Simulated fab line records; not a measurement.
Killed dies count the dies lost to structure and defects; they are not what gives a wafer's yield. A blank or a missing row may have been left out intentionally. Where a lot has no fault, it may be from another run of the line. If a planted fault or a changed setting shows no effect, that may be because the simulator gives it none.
fab line records -- flow sky130
[record] lots = 12, wafers = 35, lastDay = 50
route steps=708 shown VIA3@591 METAL5@665 PAD_OPEN@707
lots with no fault: from the same line, run without faults
startH: hours from the record's first day to the start of the lot's first wafer shown -- waitH: time in hours since the lot's previous step -- " repeats the value in the row above -- L1.1+2: several wafers, shown together as one row -- - value missing, or start not given -- * or withheld: withheld -- < > ~ a bound
route shown NAME@n: names a module that has steps shown in the file, with the first one's number in the route -- usual: mean/standard deviation taken from wafers without a fault -- same: alike in all rows -- chamber/n: place in a boat -- sites: readings site by site -- _std_site: standard deviation across them -- _edge_site: outer sites' mean less inner sites' -- radiusMm: for every site, how far away it sits from the centre of the wafer -- mask NAME#n: copy n -- behind: the most recent tool/chamber to have shaped the wafer -- hold: why the lot went on hold/how many hours it stayed there/how the hold came to an end -- device: which transistor (n, p or np) failed to switch -- end of line: tests run on the same wafers once the route is complete -- a step given without rows: its recipe and nothing more -- killed: count of dies lost to structure and defects at first sort (not the wafer's yield) -- map: dies across one wafer; x = killed, . = not, _ = none there
set.NAME: the setting the step ran with; set.NAME@STEP: the setting that earlier step ran with -- model.NAME: the simulator's own value behind a step, which no gauge read
route steps across a sampled set of lots; one table per step, one row per wafer
services: when a tool's chamber went out of use (startH, in hours from the record's first day, below 0 if earlier), for how many hours, and the reason
[[steps]]
[step SKY_VIA3_CLEAN_18]
[recipe] chemistry = IPA, timeS = 180, tempC = 25
[usual] bathHeatDutyPct = 6.3/0.57
lot.wafer,tool,chamber,startH,waitH,bathHeatDutyPct
L842.2,wetBench-01,3,952.82,0.0,5.7
L842.3,wetBench-01,3,952.82,0.0,6.2
L842.5,wetBench-01,3,952.82,0.0,6.3
L844.2,wetBench-02,0,958.59,0.0,6.9
L844.3,wetBench-02,0,958.59,0.0,7.1
L844.5,wetBench-02,0,958.59,0.0,8.0
L845.1,wetBench-01,2,959.15,0.0,6.4
L845.2,wetBench-01,2,959.15,0.0,7.7
L845.5,wetBench-01,2,959.15,0.0,6.7
L849.2,wetBench-02,0,981.39,0.0,6.8
L849.3,wetBench-02,0,981.39,0.0,7.3
L849.4,wetBench-02,0,981.39,0.0,7.2
L850.1,wetBench-02,2,986.44,0.0,6.8
L850.5,wetBench-02,2,986.44,0.0,7.2
L851.1,wetBench-01,3,987.59,0.0,7.2
L851.4,wetBench-01,3,987.59,0.0,6.4
L851.6,wetBench-01,3,987.59,0.0,6.5
L852.2,wetBench-01,2,997.47,0.0,6.5
L852.4,wetBench-01,2,997.47,0.0,5.7
L852.5,wetBench-01,2,997.47,0.0,6.0
L854.1,wetBench-01,2,1012.43,0.0,6.3
L854.2,wetBench-01,2,1012.43,0.0,6.3
L854.6,wetBench-01,2,1012.43,0.0,6.2
L855.1,wetBench-04,0,1013.93,0.0,6.4
L855.2,wetBench-04,0,1013.93,0.0,6.4
L855.5,wetBench-04,0,1013.93,0.0,6.1
L856.1,wetBench-04,3,1017.72,0.0,5.9
L856.3,wetBench-04,3,1017.72,0.0,5.6
L856.6,wetBench-04,3,1017.72,0.0,6.1
L860.1,wetBench-04,1,1062.67,0.0,5.7
L860.5,wetBench-04,1,1062.67,0.0,6.0
L860.6,wetBench-04,1,1062.67,0.0,5.3
L863.1,wetBench-01,3,1066.89,0.0,6.2
L863.3,wetBench-01,3,1066.89,0.0,6.4
L863.6,wetBench-01,3,1066.89,0.0,7.0
[step SKY_METAL5_SPUTTER_04]
[recipe] material = TiN, targetThkNm = 70, powerW = 6500, timeS = 58.3, chamberPressurePa = 0.4
[usual] cathodeDcPowerW = 6499.9/1.2, throttleValvePct = 30.1/0.83
lot.wafer,tool,chamber,startH,waitH,cathodeDcPowerW,throttleValvePct
L842.2,pvdSputter-02,-,1027.04,0.0,6499.9,30.9
L842.3,pvdSputter-02,-,1027.04,0.0,6499.2,29.0
L842.5,pvdSputter-02,-,1027.04,0.0,6498.1,29.2
L844.2,pvdSputter-01,-,1032.45,0.0,6500.4,30.8
L844.3,pvdSputter-01,-,1032.45,0.0,6500.0,30.3
L844.5,pvdSputter-01,-,1032.45,0.0,6500.1,30.4
L845.1,pvdSputter-03,-,1032.80,0.0,6501.2,29.3
L845.2,pvdSputter-03,-,1032.80,0.0,6498.4,30.2
L845.5,pvdSputter-03,-,1032.80,0.0,6499.9,30.5
L849.2,pvdSputter-03,-,1054.71,0.0,6498.9,31.4
L849.3,pvdSputter-03,-,1054.71,0.0,6501.0,30.5
L849.4,pvdSputter-03,-,1054.71,0.0,6500.0,29.6
L850.1,pvdSputter-02,-,1058.16,0.0,6500.6,30.5
L850.5,pvdSputter-02,-,1058.16,0.0,6498.9,30.4
L851.1,pvdSputter-02,-,1061.11,0.0,6500.7,30.6
L851.4,pvdSputter-02,-,1061.11,0.0,6498.8,30.2
L851.6,pvdSputter-02,-,1061.11,0.0,6498.4,30.5
L852.2,pvdSputter-01,-,1068.96,0.0,6501.4,30.0
L852.4,pvdSputter-01,-,1068.96,0.0,6500.5,30.3
L852.5,pvdSputter-01,-,1068.96,0.0,6499.4,30.1
L854.1,pvdSputter-03,-,1082.31,0.0,6498.8,29.4
L854.2,pvdSputter-03,-,1082.31,0.0,6501.1,31.5
L854.6,pvdSputter-03,-,1082.31,0.0,6500.1,29.4
L855.1,pvdSputter-02,-,1083.41,0.0,6499.9,30.4
L855.2,pvdSputter-02,-,1083.41,0.0,6500.2,29.2
L855.5,pvdSputter-02,-,1083.41,0.0,6501.4,28.9
L856.1,pvdSputter-02,-,1088.68,0.0,6498.3,29.0
L856.3,pvdSputter-02,-,1088.68,0.0,6497.7,30.3
L856.6,pvdSputter-02,-,1088.68,0.0,6499.5,30.4
L860.1,pvdSputter-01,-,1129.44,0.0,6499.4,30.8
L860.5,pvdSputter-01,-,1129.44,0.0,6501.5,30.7
L860.6,pvdSputter-01,-,1129.44,0.0,6499.7,30.3
L863.1,pvdSputter-02,-,1132.85,0.0,6500.2,29.1
L863.3,pvdSputter-02,-,1132.85,0.0,6500.9,30.3
L863.6,pvdSputter-02,-,1132.85,0.0,6502.3,29.0
[step SKY_METAL5_STRIP_16]
[recipe] chemistry = O2/N2, powerW = 1400, pressureMtorr = 1500, platenTempC = withheld, o2FlowSccm = 3000, n2FlowSccm = 300, overashFraction = 0.5
[usual] drypumpMotorCurrentA = 6.0/0.43, n2FlowSccm = 300.1/0.83, oesProductAu = 0.711/0.0038, stripTimeToEndpointS = 13.08/0.11
lot.wafer,tool,chamber,startH,waitH,drypumpMotorCurrentA,n2FlowSccm,oesProductAu,rfHoursCounterH,stripTimeToEndpointS
L842.2,plasmaAsher-01,0,1049.41,0.2,6.1,300.6,0.713,30,13.16
L842.3,plasmaAsher-01,0,1049.41,0.2,6.2,300.6,0.708,-,13.08
L842.5,plasmaAsher-01,0,1049.41,0.2,6.2,300.5,0.709,-,13.23
L844.2,plasmaAsher-04,1,1054.56,0.2,6.6,301.0,0.710,124,12.96
L844.3,plasmaAsher-04,1,1054.56,0.2,6.5,301.5,0.716,-,12.98
L844.5,plasmaAsher-04,0,1054.56,0.2,5.7,299.2,0.708,-,13.04
L845.1,plasmaAsher-04,0,1054.86,0.2,5.7,300.2,0.707,124,13.17
L845.2,plasmaAsher-04,1,1054.86,0.2,6.6,299.8,0.711,124,13.13
L845.5,plasmaAsher-04,1,1054.86,0.2,6.6,299.7,0.710,-,13.00
L849.2,plasmaAsher-01,1,1075.16,0.2,5.6,300.2,0.706,32,13.18
L849.3,plasmaAsher-01,1,1075.16,0.2,5.6,300.0,0.715,-,13.06
L849.4,plasmaAsher-01,0,1075.16,0.2,6.2,300.3,0.709,-,13.24
L850.1,plasmaAsher-04,0,1079.42,0.2,5.7,298.5,0.712,1,13.02
L850.5,plasmaAsher-04,1,1079.42,0.2,6.5,299.7,0.712,-,13.14
L851.1,plasmaAsher-01,1,1081.22,0.2,5.6,300.1,0.710,33,12.89
L851.4,plasmaAsher-01,0,1081.22,0.2,6.2,301.0,0.711,-,12.82
L851.6,plasmaAsher-01,1,1081.22,0.2,5.5,302.0,0.709,-,12.87
L852.2,plasmaAsher-02,0,1089.36,0.2,6.0,299.2,0.703,65,12.98
L852.4,plasmaAsher-02,1,1089.36,0.2,6.8,299.1,0.706,-,13.04
L852.5,plasmaAsher-02,1,1089.36,0.2,6.8,300.4,0.714,-,13.08
L854.1,plasmaAsher-02,0,1104.46,0.2,6.1,299.9,0.708,66,13.11
L854.2,plasmaAsher-02,1,1104.46,0.2,6.8,301.4,0.713,66,13.23
L854.6,plasmaAsher-02,0,1104.46,0.2,6.1,299.1,0.705,-,13.22
L855.1,plasmaAsher-01,1,1105.52,0.2,5.5,298.4,0.711,35,13.10
L855.2,plasmaAsher-01,0,1105.52,0.2,6.1,299.8,0.721,35,13.13
L855.5,plasmaAsher-01,0,1105.52,0.2,6.1,300.7,0.712,-,13.14
L856.1,plasmaAsher-01,1,1109.56,0.2,5.6,301.4,0.718,36,13.03
L856.3,plasmaAsher-01,0,1109.56,0.2,6.2,301.5,0.712,-,12.98
L856.6,plasmaAsher-01,1,1109.56,0.2,5.6,299.0,0.713,-,13.07
L860.1,plasmaAsher-02,1,1147.97,0.2,6.8,300.2,0.712,71,13.16
L860.5,plasmaAsher-02,1,1147.97,0.2,6.9,298.3,0.715,-,13.11
L860.6,plasmaAsher-02,0,1147.97,0.2,6.1,301.3,0.715,-,13.21
L863.1,plasmaAsher-01,0,1151.12,0.2,6.1,300.9,0.708,41,13.24
L863.3,plasmaAsher-01,1,1151.12,0.2,5.6,300.3,0.708,-,13.22
L863.6,plasmaAsher-01,1,1151.12,0.2,5.6,300.8,0.714,-,13.33
[step SKY_PAD_OPEN_BOW_MEAS_13]
[recipe] mode = bow
[usual] PAD_OPEN_BOW = 47/8.6
lot.wafer,tool,chamber,startH,waitH,PAD_OPEN_BOW[um]
L842.2,filmMetro-03,-,1093.05,-,43
L842.3,filmMetro-03,-,1093.05,-,57
L842.5,filmMetro-03,-,1093.05,-,40
L844.2,filmMetro-03,-,1098.71,-,47
L844.3,filmMetro-03,-,1098.71,-,45
L844.5,filmMetro-03,-,1098.71,-,30
L845.1,filmMetro-03,-,1099.79,-,47
L845.2,filmMetro-03,-,1099.79,-,38
L845.5,filmMetro-03,-,1099.79,-,49
L849.2,filmMetro-03,-,1118.81,-,67
L849.3,filmMetro-03,-,1118.81,-,49
L849.4,filmMetro-03,-,1118.81,-,52
L850.1,filmMetro-02,-,1123.65,-,57
L850.5,filmMetro-02,-,1123.65,-,55
L851.1,filmMetro-03,-,1126.25,-,42
L851.4,filmMetro-03,-,1126.25,-,41
L851.6,filmMetro-03,-,1126.25,-,43
L852.2,filmMetro-01,-,1133.59,-,40
L852.4,filmMetro-01,-,1133.59,-,53
L852.5,filmMetro-01,-,1133.59,-,39
L854.1,filmMetro-02,-,1145.79,-,53
L854.2,filmMetro-02,-,1145.79,-,47
L854.6,filmMetro-02,-,1145.79,-,49
L855.1,filmMetro-03,-,1146.15,-,40
L855.2,filmMetro-03,-,1146.15,-,44
L855.5,filmMetro-03,-,1146.15,-,53
L856.1,filmMetro-03,-,1150.99,-,48
L856.3,filmMetro-03,-,1150.99,-,54
L856.6,filmMetro-03,-,1150.99,-,57
L860.1,filmMetro-01,-,1184.89,-,51
L860.5,filmMetro-01,-,1184.89,-,47
L860.6,filmMetro-01,-,1184.89,-,49
L863.1,filmMetro-02,-,1188.06,-,33
L863.3,filmMetro-02,-,1188.06,-,31
L863.6,filmMetro-02,-,1188.06,-,36
[step SKY_PAD_OPEN_PROBE_99]
[usual] defectLimitedYield = 82.4/2, killed_at_M0_to_M3 = 44/7.4, killed_at_M4_up = 3.0/1.6, killedAtContacts = 24/5, killedAtFrontEnd = 15/4.6, killedAtOther = 0.4/0.65, killedDies = 86/9.6, killedOpen = 48/7.4, killedShort = 38/6.9, sort_bin_3_pad_short = 0.9/0.43, sort_bin_5_function = 10.4/1.3, sort_bin_6_memory = 6.3/1.2, sortNPass = 406/9.6, sortYieldPct = 82.4/2
[same] grossDies = 492, killedAtBackSide = 0, sort_bin_4_leakage[%] = 0, sort_bin_8_speed[%] = 0
lot.wafer,tool,chamber,startH,waitH,defectLimitedYield[%],killed_at_M0_to_M3,killed_at_M4_up,killedAtContacts,killedAtFrontEnd,killedAtOther,killedDies,killedOpen,killedShort,sort_bin_3_pad_short[%],sort_bin_5_function[%],sort_bin_6_memory[%],sortNPass,sortYieldPct[%]
L842.2,prober-02,-,1093.20,0.1,76.4,61,2,31,22,0,116,83,33,0.8,14.0,8.7,376,76.4
L842.3,prober-02,-,1093.25,0.2,83.1,40,6,21,16,0,83,45,38,0.8,10.8,5.3,409,83.1
L842.5,prober-02,-,1093.35,0.2,78.3,53,4,32,18,0,107,66,41,0.8,11.4,9.6,385,78.3
L844.2,prober-02,-,1098.86,0.1,81.9,45,2,20,22,0,89,44,45,0.4,10.4,7.3,403,81.9
L844.3,prober-02,-,1098.91,0.2,79.9,46,5,29,19,0,99,51,48,0.6,12.4,7.1,393,79.9
L844.5,prober-02,-,1099.01,0.2,81.1,45,4,31,13,0,93,54,39,0.4,11.8,6.7,399,81.1
L845.1,prober-01,-,1099.91,0.1,84.6,42,2,22,10,0,76,45,31,0.8,9.1,5.5,416,84.6
L845.2,prober-01,-,1099.96,0.1,82.1,45,3,27,13,0,88,43,45,1.4,10.2,6.3,404,82.1
L845.5,prober-01,-,1100.11,0.2,81.5,47,3,23,18,0,91,53,37,1.2,10.2,7.1,401,81.5
L849.2,prober-02,-,1118.96,0.1,73.8,94,3,22,9,1,129,40,39,3.5,15.9,6.9,363,73.8
L849.3,prober-02,-,1119.01,0.2,76.4,81,1,24,10,0,116,36,27,3.5,13.8,6.3,376,76.4
L849.4,prober-02,-,1119.06,0.2,70.5,107,5,18,14,1,145,47,45,3.0,17.7,8.7,347,70.5
L850.1,prober-01,-,1123.77,0.1,75.8,76,3,23,16,1,119,46,42,3.3,13.4,7.5,373,75.8
L850.5,prober-01,-,1123.97,0.2,76.6,78,0,19,17,1,115,50,29,1.4,16.9,5.1,377,76.6
L851.1,prober-02,-,1126.37,0.1,83.3,39,5,23,15,0,82,43,39,0.8,11.0,4.9,410,83.3
L851.4,prober-02,-,1126.52,0.2,83.5,40,3,24,14,0,81,49,31,1.0,10.0,5.5,411,83.5
L851.6,prober-02,-,1126.62,0.2,83.9,37,3,21,18,0,79,43,36,0.6,10.0,5.5,413,83.9
L852.2,prober-02,-,1133.74,0.1,81.1,53,1,24,15,0,93,49,42,0.8,10.8,7.3,399,81.1
L852.4,prober-02,-,1133.84,0.2,81.3,48,2,26,16,0,92,58,34,1.0,9.8,7.9,400,81.3
L852.5,prober-02,-,1133.89,0.2,82.9,44,5,20,14,1,84,45,39,1.6,10.4,5.1,408,82.9
L854.1,prober-01,-,1145.91,0.1,83.1,47,3,20,12,1,83,39,44,1.0,9.1,6.7,409,83.1
L854.2,prober-01,-,1145.96,0.1,84.8,56,1,12,6,0,75,38,37,0.6,10.0,4.7,417,84.8
L854.6,prober-01,-,1146.16,0.2,85.8,42,1,19,8,0,70,44,26,0.6,6.7,6.9,422,85.8
L855.1,prober-02,-,1146.27,0.1,86.6,28,2,23,13,0,66,37,29,1.4,8.3,3.7,426,86.6
L855.2,prober-02,-,1146.32,0.1,83.1,36,4,32,11,0,83,49,34,0.8,9.3,6.7,409,83.1
L855.5,prober-02,-,1146.47,0.2,80.7,42,4,27,22,0,95,52,43,0.6,12.0,6.7,397,80.7
L856.1,prober-01,-,1151.11,0.1,84.6,45,2,20,9,0,76,41,35,1.4,10.6,3.5,416,84.6
L856.3,prober-01,-,1151.21,0.2,84.3,42,3,16,16,0,77,43,34,0.4,8.7,6.5,415,84.3
L856.6,prober-01,-,1151.36,0.2,83.7,37,0,24,19,0,80,36,44,1.2,8.3,6.7,412,83.7
L860.1,prober-01,-,1185.01,0.1,82.1,51,5,21,11,0,88,48,40,0.2,9.1,8.5,404,82.1
L860.5,prober-01,-,1185.21,0.2,81.3,49,4,27,11,1,92,49,43,0.8,11.2,6.7,400,81.3
L860.6,prober-01,-,1185.26,0.2,84.8,34,5,21,15,0,75,47,28,0.8,8.9,5.5,417,84.8
L863.1,prober-02,-,1188.18,0.1,80.9,49,3,32,10,0,94,49,45,0.8,12.2,6.1,398,80.9
L863.3,prober-02,-,1188.28,0.2,81.3,48,1,30,13,0,92,54,38,0.6,11.2,6.9,400,81.3
L863.6,prober-02,-,1188.43,0.2,83.1,49,2,18,13,1,83,40,43,0.2,11.0,5.7,409,83.1
// killed by level:class
L842.2 VIA1:geometricParticle:open=23 VIA3:geometricParticle:open=13 CONTACT:geometricParticle:open=11 FIELD_ISO:geometricParticle:open=10 VIA2:geometricParticle:open=9 LI_CONTACT:geometricParticle:open=6 CONTACT:geometricParticle:short=5 FIELD_ISO:geometricParticle:short=4
L842.3 VIA3:geometricParticle:open=11 VIA1:geometricParticle:open=7 CONTACT:geometricParticle:open=7 LI_CONTACT:geometricParticle:open=5 METAL1:geometricParticle:short=5 METAL3:geometricParticle:short=5 FIELD_ISO:geometricParticle:open=4 CONTACT:geometricParticle:short=4
L842.5 VIA1:geometricParticle:open=13 CONTACT:geometricParticle:open=12 VIA2:geometricParticle:open=11 VIA1:geometricParticle:short=9 VIA3:geometricParticle:open=7 LI_CONTACT:geometricParticle:open=6 LOCAL_INTERCONNECT:geometricParticle:short=5 FIELD_ISO:geometricParticle:short=4
L844.2 VIA1:geometricParticle:open=10 FIELD_ISO:geometricParticle:open=6 VIA3:geometricParticle:short=6 FIELD_ISO:geometricParticle:short=5 VIA1:geometricParticle:short=5 CONTACT:geometricParticle:open=5 CONTACT:geometricParticle:short=5 METAL1:geometricParticle:short=5
L844.3 VIA1:geometricParticle:open=14 CONTACT:geometricParticle:open=11 VIA3:geometricParticle:open=6 METAL1:geometricParticle:short=6 POLY_GATE:geometricParticle:short=5 LOCAL_INTERCONNECT:geometricParticle:short=5 VIA2:geometricParticle:open=5 METAL4:geometricParticle:short=5
L844.5 CONTACT:geometricParticle:open=19 VIA1:geometricParticle:open=14 VIA2:geometricParticle:open=7 FIELD_ISO:geometricParticle:short=6 LI_CONTACT:geometricParticle:open=6 METAL3:geometricParticle:short=6 METAL2:geometricParticle:short=5 CONTACT:geometricParticle:short=3
L845.1 VIA3:geometricParticle:open=9 LI_CONTACT:geometricParticle:open=8 CONTACT:geometricParticle:open=7 VIA1:geometricParticle:open=6 CONTACT:geometricParticle:short=5 METAL1:geometricParticle:short=5 METAL3:geometricParticle:short=4 VIA2:geometricParticle:short=4
L845.2 VIA3:geometricParticle:open=9 METAL1:geometricParticle:short=9 VIA1:geometricParticle:open=8 CONTACT:geometricParticle:open=6 LOCAL_INTERCONNECT:geometricParticle:short=5 POLY_GATE:geometricParticle:open=4 LI_CONTACT:geometricParticle:short=4 LI_CONTACT:geometricParticle:open=4
L845.5 VIA1:geometricParticle:open=12 LI_CONTACT:geometricParticle:open=8 CONTACT:geometricParticle:open=8 VIA3:geometricParticle:open=8 CONTACT:geometricParticle:short=6 METAL2:geometricParticle:short=6 VIA2:geometricParticle:open=6 POLY_GATE:geometricParticle:short=5
L849.2 VIA3:unspecified=48 CONTACT:geometricParticle:short=8 VIA1:geometricParticle:open=8 VIA2:geometricParticle:open=8 LI_CONTACT:geometricParticle:open=7 METAL1:geometricParticle:short=6 VIA1:geometricParticle:short=6 CONTACT:geometricParticle:open=5
L849.3 VIA3:unspecified=53 LI_CONTACT:geometricParticle:open=9 METAL1:geometricParticle:short=7 VIA1:geometricParticle:open=7 FIELD_ISO:geometricParticle:open=4 LI_CONTACT:geometricParticle:short=4 CONTACT:geometricParticle:open=4 LOCAL_INTERCONNECT:geometricParticle:short=4
L849.4 VIA3:unspecified=53 VIA1:geometricParticle:open=12 METAL2:geometricParticle:short=10 VIA2:geometricParticle:open=7 LI_CONTACT:geometricParticle:open=6 CONTACT:geometricParticle:short=5 VIA1:geometricParticle:short=5 VIA3:geometricParticle:open=5
L850.1 VIA3:unspecified=30 VIA1:geometricParticle:open=15 CONTACT:geometricParticle:open=9 VIA1:geometricParticle:short=8 LI_CONTACT:geometricParticle:open=6 LOCAL_INTERCONNECT:geometricParticle:short=6 METAL2:geometricParticle:short=6 FIELD_ISO:geometricParticle:short=5
L850.5 VIA3:unspecified=35 VIA1:geometricParticle:open=15 CONTACT:geometricParticle:open=8 VIA3:geometricParticle:open=7 VIA1:geometricParticle:short=6 FIELD_ISO:geometricParticle:open=5 POLY_GATE:geometricParticle:short=5 LI_CONTACT:geometricParticle:open=4
L851.1 CONTACT:geometricParticle:open=9 VIA1:geometricParticle:open=8 VIA2:geometricParticle:open=7 LI_CONTACT:geometricParticle:open=6 FIELD_ISO:geometricParticle:short=5 METAL1:geometricParticle:short=5 LOCAL_INTERCONNECT:geometricParticle:short=4 METAL2:geometricParticle:short=4
L851.4 CONTACT:geometricParticle:open=13 VIA3:geometricParticle:open=8 VIA2:geometricParticle:open=6 METAL2:geometricParticle:short=6 POLY_GATE:geometricParticle:short=5 LI_CONTACT:geometricParticle:open=5 POLY_GATE:geometricParticle:open=4 LOCAL_INTERCONNECT:geometricParticle:short=4
L851.6 FIELD_ISO:geometricParticle:short=8 CONTACT:geometricParticle:open=8 VIA3:geometricParticle:open=8 CONTACT:geometricParticle:short=6 VIA1:geometricParticle:open=6 METAL1:geometricParticle:short=5 LI_CONTACT:geometricParticle:open=5 METAL2:geometricParticle:short=5
L852.2 VIA1:geometricParticle:open=19 LI_CONTACT:geometricParticle:open=8 METAL1:geometricParticle:short=8 VIA2:geometricParticle:open=6 CONTACT:geometricParticle:short=5 CONTACT:geometricParticle:open=5 FIELD_ISO:geometricParticle:short=4 POLY_GATE:geometricParticle:short=4
L852.4 CONTACT:geometricParticle:open=11 METAL2:geometricParticle:short=11 VIA1:geometricParticle:open=11 VIA2:geometricParticle:open=9 LI_CONTACT:geometricParticle:open=6 FIELD_ISO:geometricParticle:open=4 CONTACT:geometricParticle:short=4 POLY_GATE:geometricParticle:open=3
L852.5 VIA1:geometricParticle:open=9 CONTACT:geometricParticle:open=7 LI_CONTACT:geometricParticle:open=6 VIA1:geometricParticle:short=5 METAL4:geometricParticle:short=5 METAL2:geometricParticle:short=5 VIA2:geometricParticle:open=5 VIA2:geometricParticle:short=5
L854.1 VIA1:geometricParticle:open=10 CONTACT:geometricParticle:short=7 LOCAL_INTERCONNECT:geometricParticle:short=6 METAL2:geometricParticle:short=6 VIA2:geometricParticle:short=5 METAL1:geometricParticle:short=4 POLY_GATE:geometricParticle:open=4 CONTACT:geometricParticle:open=4
L854.2 VIA1:geometricParticle:open=12 VIA2:geometricParticle:open=8 METAL2:geometricParticle:short=8 METAL1:geometricParticle:short=6 VIA1:geometricParticle:short=6 VIA3:geometricParticle:open=6 METAL3:geometricParticle:short=5 LI_CONTACT:geometricParticle:open=4
L854.6 VIA1:geometricParticle:open=13 LI_CONTACT:geometricParticle:open=9 VIA3:geometricParticle:open=7 METAL1:geometricParticle:short=4 VIA2:geometricParticle:open=4 LOCAL_INTERCONNECT:geometricParticle:short=3 VIA1:geometricParticle:short=3 METAL2:geometricParticle:short=3
L855.1 LI_CONTACT:geometricParticle:open=10 VIA1:geometricParticle:open=6 CONTACT:geometricParticle:open=5 FIELD_ISO:geometricParticle:short=4 CONTACT:geometricParticle:short=4 METAL1:geometricParticle:short=4 METAL2:geometricParticle:short=4 VIA2:geometricParticle:open=4
L855.2 LI_CONTACT:geometricParticle:open=12 CONTACT:geometricParticle:short=8 CONTACT:geometricParticle:open=7 METAL1:geometricParticle:short=7 VIA2:geometricParticle:open=7 VIA1:geometricParticle:open=6 VIA3:geometricParticle:open=5 FIELD_ISO:geometricParticle:short=3
L855.5 CONTACT:geometricParticle:open=9 VIA1:geometricParticle:open=9 POLY_GATE:geometricParticle:open=7 LI_CONTACT:geometricParticle:open=7 VIA1:geometricParticle:short=7 METAL1:geometricParticle:short=6 LOCAL_INTERCONNECT:geometricParticle:short=6 FIELD_ISO:geometricParticle:short=5
L856.1 VIA1:geometricParticle:open=9 CONTACT:geometricParticle:open=7 METAL1:geometricParticle:short=7 VIA2:geometricParticle:open=6 METAL2:geometricParticle:short=6 VIA3:geometricParticle:open=6 FIELD_ISO:geometricParticle:open=5 LOCAL_INTERCONNECT:geometricParticle:short=5
L856.3 VIA1:geometricParticle:open=9 METAL2:geometricParticle:short=9 CONTACT:geometricParticle:open=8 FIELD_ISO:geometricParticle:open=5 FIELD_ISO:geometricParticle:short=5 POLY_GATE:geometricParticle:open=4 METAL1:geometricParticle:short=4 VIA2:geometricParticle:open=4
L856.6 CONTACT:geometricParticle:open=10 FIELD_ISO:geometricParticle:short=6 METAL1:geometricParticle:short=6 VIA1:geometricParticle:open=6 METAL2:geometricParticle:short=6 LI_CONTACT:geometricParticle:open=5 CONTACT:geometricParticle:short=5 VIA1:geometricParticle:short=5
L860.1 VIA1:geometricParticle:open=19 LOCAL_INTERCONNECT:geometricParticle:short=7 METAL2:geometricParticle:short=7 LI_CONTACT:geometricParticle:open=6 VIA1:geometricParticle:short=6 VIA2:geometricParticle:open=5 FIELD_ISO:geometricParticle:open=4 CONTACT:geometricParticle:open=4
L860.5 VIA1:geometricParticle:open=15 CONTACT:geometricParticle:open=11 LI_CONTACT:geometricParticle:open=6 VIA3:geometricParticle:open=5 VIA2:geometricParticle:short=5 METAL3:geometricParticle:short=5 CONTACT:geometricParticle:short=4 LOCAL_INTERCONNECT:geometricParticle:short=4
L860.6 CONTACT:geometricParticle:open=11 VIA3:geometricParticle:open=7 VIA1:geometricParticle:open=6 CONTACT:geometricParticle:short=5 METAL1:geometricParticle:short=4 FIELD_ISO:geometricParticle:open=3 METAL3:geometricParticle:open=3 POLY_GATE:geometricParticle:short=3
L863.1 CONTACT:geometricParticle:open=13 VIA1:geometricParticle:open=12 VIA1:geometricParticle:short=8 VIA3:geometricParticle:open=7 LOCAL_INTERCONNECT:geometricParticle:short=6 CONTACT:geometricParticle:short=6 LI_CONTACT:geometricParticle:open=5 METAL1:geometricParticle:short=5
L863.3 VIA1:geometricParticle:open=13 CONTACT:geometricParticle:open=10 LI_CONTACT:geometricParticle:open=7 VIA2:geometricParticle:open=7 CONTACT:geometricParticle:short=6 VIA1:geometricParticle:short=5 METAL1:geometricParticle:short=5 FIELD_ISO:geometricParticle:open=4
L863.6 VIA1:geometricParticle:short=11 VIA1:geometricParticle:open=11 METAL3:geometricParticle:short=6 LI_CONTACT:geometricParticle:open=6 FIELD_ISO:geometricParticle:open=4 CONTACT:geometricParticle:open=4 METAL2:geometricParticle:short=4 VIA2:geometricParticle:open=4
[[services]]
tool,chamber,startH,hours,kind
plasmaAsher-01,-,937.68,1.3,repair
pvdSputter-02,0,941.21,-,consumableReplace:kit
pvdSputter-02,0,941.21,18.0,scheduledDown
pvdSputter-02,0,941.21,18.0,ventCycle
pvdSputter-03,3,961.49,-,consumableReplace:kit
pvdSputter-03,3,961.49,18.0,scheduledDown
pvdSputter-03,3,961.49,18.0,ventCycle
pvdSputter-02,-,983.41,1.5,repair
pvdSputter-02,-,995.85,1.8,repair
plasmaAsher-01,-,1019.67,1.0,repair
plasmaAsher-02,-,1047.48,15.4,repair
plasmaAsher-04,-,1055.25,9.0,pm
pvdSputter-03,2,1067.01,-,consumableReplace:kit
pvdSputter-02,3,1068.93,-,consumableReplace:kit
pvdSputter-02,3,1068.93,18.0,scheduledDown
pvdSputter-02,3,1068.93,18.0,ventCycle
pvdSputter-03,-,1070.13,1.3,repair
pvdSputter-03,-,1079.80,0.9,repair
plasmaAsher-04,-,1099.49,8.6,repair
plasmaAsher-04,-,1108.71,2.5,repair
pvdSputter-02,-,1126.05,4.3,repair
plasmaAsher-04,-,1128.33,36.4,repair
plasmaAsher-04,-,1135.74,5.6,repair
plasmaAsher-04,-,1146.75,1.2,repair
[[key]]
[firstSign] step = SKY_PAD_OPEN_PROBE_99, reading = killed_at_M0_to_M3, direction = up, sigmas = 5.8, usual = 44, struck = 87
[effect] step = SKY_PAD_OPEN_PROBE_99, reading = sort_bin_3_pad_short, direction = up, sigmas = 4.7, usual = 0.9, struck = 2.9
metAt SKY_VIA3_CLEAN_18
struckLots L849,L850
notActingAt SKY_METAL5_SPUTTER_04,SKY_METAL5_STRIP_16,SKY_PAD_OPEN_BOW_MEAS_13
onsetBetween 958.59 981.39
[fault] kind = chamberParticleSource, tool = wetBench-02, chamber = -, onsetH = 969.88, steps = SKY_VIA3_CLEAN_18, ratePerVisitCm2 = 0.71908
